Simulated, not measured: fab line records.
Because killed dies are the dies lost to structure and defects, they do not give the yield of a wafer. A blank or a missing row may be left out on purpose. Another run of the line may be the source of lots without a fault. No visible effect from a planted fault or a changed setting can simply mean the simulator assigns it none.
What tool caused it? :: flow sky130 :: 39 wafers from 13 lots sampled at 4 of the route's 708 steps

## WHAT EACH GAUGE READ, for each wafer
SKY_CAP2M_OVL_MEAS_12. Usual: CAP2M_OVL 0.9 nm, standard deviation 1.3.
lot: L990
measured: day 40 13:33
on: overlay-01
CAP2M_OVL (nm): 1.6 -0.2 0.4
flag: 

lot: L995
measured: day 42 15:15
on: overlay-01
CAP2M_OVL (nm): 3.6 3.3 2.7
flag: 

lot: L997
measured: day 42 18:35
on: overlay-02
CAP2M_OVL (nm): 3.1 2.6 2.9
flag: 

lot: L998
measured: day 42 21:50
on: overlay-02
CAP2M_OVL (nm): -0.1 -0.6 -0.1
flag: 

lot: L101
measured: day 43 19:25
on: overlay-01
CAP2M_OVL (nm): -1.8 0.0 -0.6
flag: 

lot: L105
measured: day 44 21:38
on: overlay-01
CAP2M_OVL (nm): 0.8 0.7 2.4
flag: 

lot: L107
measured: day 45 14:18
on: overlay-02
CAP2M_OVL (nm): 0.0 0.6 1.2
flag: 

lot: L108
measured: day 46 05:10
on: overlay-01
CAP2M_OVL (nm): 0.9 1.4 -0.6
flag: 

lot: L109
measured: day 46 05:27
on: overlay-01
CAP2M_OVL (nm): -0.1 0.9 0.3
flag: 

lot: L111
measured: day 46 07:48
on: overlay-02
CAP2M_OVL (nm): 1.4 0.9 1.3
flag: 

lot: L110
measured: day 46 09:11
on: overlay-01
CAP2M_OVL (nm): -0.2 0.1 -0.1
flag: 

lot: L112
measured: day 46 14:20
on: overlay-01
CAP2M_OVL (nm): 0.7 -0.2 -0.5
flag: 

lot: L113
measured: day 46 19:53
on: overlay-02
CAP2M_OVL (nm): 0.1 0.3 -0.4
flag: 

SKY_VIA4_THK_MEAS_01. Usual: VIA4_HDPCVD_THK 1743 nm, standard deviation 18.
lot: L990
measured: day 41 15:44
on: film metro-04
VIA4_HDPCVD_THK (nm): 1773 1748 1742
flag: 

lot: L995
measured: day 43 15:44
on: film metro-04
VIA4_HDPCVD_THK (nm): 1749 1722 1747
flag: 

lot: L997
measured: day 43 19:44
on: film metro-03
VIA4_HDPCVD_THK (nm): 803 811 796 803 810 796
flag: OFF

lot: L998
measured: day 43 22:46
on: film metro-03
VIA4_HDPCVD_THK (nm): 797 808 1746 798 807 1747
flag: OFF

lot: L101
measured: day 44 19:20
on: film metro-04
VIA4_HDPCVD_THK (nm): 1769 1752 1757
flag: 

lot: L105
measured: day 45 20:55
on: film metro-03
VIA4_HDPCVD_THK (nm): 1755 1721 1744
flag: 

lot: L107
measured: day 46 12:53
on: film metro-03
VIA4_HDPCVD_THK (nm): 1726 1714 1723
flag: 

lot: L108
measured: day 47 04:57
on: film metro-03
VIA4_HDPCVD_THK (nm): 1759 1733 1736
flag: 

lot: L109
measured: day 47 04:46
on: film metro-02
VIA4_HDPCVD_THK (nm): 1750 1760 1745
flag: 

lot: L111
measured: day 47 06:34
on: film metro-03
VIA4_HDPCVD_THK (nm): 1721 1750 1708
flag: 

lot: L110
measured: day 47 07:04
on: film metro-03
VIA4_HDPCVD_THK (nm): 1735 1735 1712
flag: 

lot: L112
measured: day 47 13:14
on: film metro-03
VIA4_HDPCVD_THK (nm): 1738 1765 1738
flag: 

lot: L113
measured: day 47 18:07
on: film metro-04
VIA4_HDPCVD_THK (nm): 1735 1744 1767
flag: 

SKY_VIA4_OVL_MEAS_11. Usual: VIA4_OVL -0.1 nm, standard deviation 1.6.
lot: L990
measured: day 42 16:08
on: overlay-01
VIA4_OVL (nm): 0.5 -0.4 -0.4
flag: 

lot: L995
measured: day 44 14:49
on: overlay-02
VIA4_OVL (nm): 2.1 2.1 0.6
flag: 

lot: L997
measured: day 44 19:05
on: overlay-02
VIA4_OVL (nm): 0.3 1.0 0.3
flag: 

lot: L998
measured: day 44 21:20
on: overlay-02
VIA4_OVL (nm): 1.2 -0.9 -1.5
flag: 

lot: L101
measured: day 45 16:40
on: overlay-01
VIA4_OVL (nm): 2.0 2.7 1.8
flag: 

lot: L105
measured: day 46 18:26
on: overlay-02
VIA4_OVL (nm): -1.0 0.3 -0.4
flag: 

lot: L107
measured: day 47 09:39
on: overlay-02
VIA4_OVL (nm): -0.9 -1.4 -2.9
flag: 

lot: L108
measured: day 48 01:04
on: overlay-02
VIA4_OVL (nm): 0.6 0.3 0.0
flag: 

lot: L109
measured: day 48 00:47
on: overlay-02
VIA4_OVL (nm): -2.3 -1.8 -1.7
flag: 

lot: L111
measured: day 48 01:22
on: overlay-02
VIA4_OVL (nm): -1.0 -0.8 0.9
flag: 

lot: L110
measured: day 48 01:40
on: overlay-02
VIA4_OVL (nm): -0.1 -1.3 -1.8
flag: 

lot: L112
measured: day 48 08:32
on: overlay-02
VIA4_OVL (nm): -2.6 -3.1 -1.6
flag: 

lot: L113
measured: day 48 13:05
on: overlay-02
VIA4_OVL (nm): -2.1 -2.7 -2.2
flag: 

## EACH LOT AND THE TOOL THAT RAN IT (in order: tool; ch and the chambers of the sampled wafers; start)
lot: L990
SKY_VIA4_HDPCVD_00: hdpcvd-02 ch 0,1, day 41 15:32

lot: L995
SKY_VIA4_HDPCVD_00: hdpcvd-02 ch 1,2, day 43 15:33

lot: L997
SKY_VIA4_HDPCVD_00: hdpcvd-01 ch 0,1,2, day 43 19:34

lot: L998
SKY_VIA4_HDPCVD_00: hdpcvd-01 ch 0,1,2, day 43 22:35

lot: L101
SKY_VIA4_HDPCVD_00: hdpcvd-02 ch 0,1,2, day 44 19:13

lot: L105
SKY_VIA4_HDPCVD_00: hdpcvd-02 ch 0,2, day 45 20:44

lot: L107
SKY_VIA4_HDPCVD_00: hdpcvd-01 ch 1,2, day 46 12:41

lot: L108
SKY_VIA4_HDPCVD_00: hdpcvd-02 ch 1,2, day 47 04:46

lot: L109
SKY_VIA4_HDPCVD_00: hdpcvd-01 ch 0,1,2, day 47 04:35

lot: L111
SKY_VIA4_HDPCVD_00: hdpcvd-01 ch 1,2, day 47 06:23

lot: L110
SKY_VIA4_HDPCVD_00: hdpcvd-01 ch 0,1, day 47 06:50

lot: L112
SKY_VIA4_HDPCVD_00: hdpcvd-01 ch 1,2, day 47 12:56

lot: L113
SKY_VIA4_HDPCVD_00: hdpcvd-02 ch 1,2, day 47 17:56
- SKY_VIA4_HDPCVD_00: deposits SiO2, target thk 1750 nm, time 291.7 s.

## AS READ BY THE TOOLS THEMSELVES (means over the sampled wafers that have a number; for cases with no such wafer, the mark the record gives instead)
SKY_VIA4_HDPCVD_00. Usual: pressure mtorr reads 6.000 mTorr (standard deviation 0.011).
lot: L990
tool: hdpcvd-02
pressure mtorr (mTorr): 6.002
flag: 

lot: L995
tool: hdpcvd-02
pressure mtorr (mTorr): 5.996
flag: 

lot: L997
tool: hdpcvd-01
pressure mtorr (mTorr): 5.999
flag: 

lot: L998
tool: hdpcvd-01
pressure mtorr (mTorr): 6.001
flag: 

lot: L101
tool: hdpcvd-02
pressure mtorr (mTorr): 5.997
flag: 

lot: L105
tool: hdpcvd-02
pressure mtorr (mTorr): 6.002
flag: 

lot: L107
tool: hdpcvd-01
pressure mtorr (mTorr): 6.002
flag: 

lot: L108
tool: hdpcvd-02
pressure mtorr (mTorr): 5.997
flag: 

lot: L109
tool: hdpcvd-01
pressure mtorr (mTorr): 6.004
flag: 

lot: L111
tool: hdpcvd-01
pressure mtorr (mTorr): 5.996
flag: 

lot: L110
tool: hdpcvd-01
pressure mtorr (mTorr): 6.025
flag: 

lot: L112
tool: hdpcvd-01
pressure mtorr (mTorr): 5.998
flag: 

lot: L113
tool: hdpcvd-02
pressure mtorr (mTorr): 6.006
flag: 

## THE ANSWER, worked out from the rows above alone
Rule: a lot is off if the mean of its wafers that have a number lies more than 3 standard deviations from the usual mean. A lot without any number at a reading at which 4 lots or more have one is off too. The other lots that the step has rows for count as sound. The gauges are gone through in route order, then the tools' own readings, and for those a lot's mean is taken as printed above. At the first step where some lot is off, the reading lying furthest off is the one used; lots without a number count as furthest.
Off: at SKY_VIA4_THK_MEAS_01 (VIA4_HDPCVD_THK), L997, L998.
A tool fits if, at a process step before that reading, it ran every lot that is off, and no sound lot after the first of them. The gauges at SKY_VIA4_THK_MEAS_01 are tried like those tools. None of those tried fits.

## WHAT THE SIMULATOR HAD PUT IN
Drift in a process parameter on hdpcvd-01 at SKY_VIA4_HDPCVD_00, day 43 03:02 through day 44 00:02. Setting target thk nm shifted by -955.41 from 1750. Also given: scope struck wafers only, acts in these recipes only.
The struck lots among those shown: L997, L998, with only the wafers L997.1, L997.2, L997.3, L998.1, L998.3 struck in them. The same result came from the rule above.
